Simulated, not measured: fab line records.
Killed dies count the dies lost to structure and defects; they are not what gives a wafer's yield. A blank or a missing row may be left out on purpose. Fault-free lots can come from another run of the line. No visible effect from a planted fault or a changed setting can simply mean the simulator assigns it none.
Chamber matching ; flow gf180mcu ; GF_V5_ETCH_16 on rie diel-03: 4 sister chambers
The step etches BARC in N2/H2. 4 wafers are shown with their chamber, then 9 later ones without.

## WAFERS PAIRED WITH THEIR CHAMBERS
wafer;chamber;drypump motor current A (A)
L086.2;1;6.5
L087.5;2;6.0
L088.1;0;5.6
L088.5;3;5.4

## WAFERS WITHOUT THEIR CHAMBER
wafer;drypump motor current A (A)
L089.1;5.4
L089.2;5.6
L089.5;5.6
L092.1;5.6
L092.2;6.0
L092.3;6.4
L095.2;5.6
L095.3;5.4
L095.4;6.0

## WHICH CHAMBER EACH WENT THROUGH
wafer;from the rows above;in truth
L089.1;3;3
L089.2;0;0
L089.5;0;0
L092.1;0;0
L092.2;2;2
L092.3;1;1
L095.2;0;0
L095.3;3;3
L095.4;2;2
Correctly placed: 9 of 9. Not placeable from these rows: 0. Placed wrongly: 0.
How it was worked out, from the rows above alone: a wafer's distance from a chamber is the root of the sum, over the readings, of the square of ((its reading less the chamber's mean) divided by the reading's scatter). The wafer belongs to the nearest chamber; if the next one is less than 2 further off, it can't be placed. The mean given for a chamber averages the wafers shown for that chamber. The scatter (one wafer shown for each chamber): square how far every hidden wafer sits from the nearest shown wafer, average those squares and take the square root.
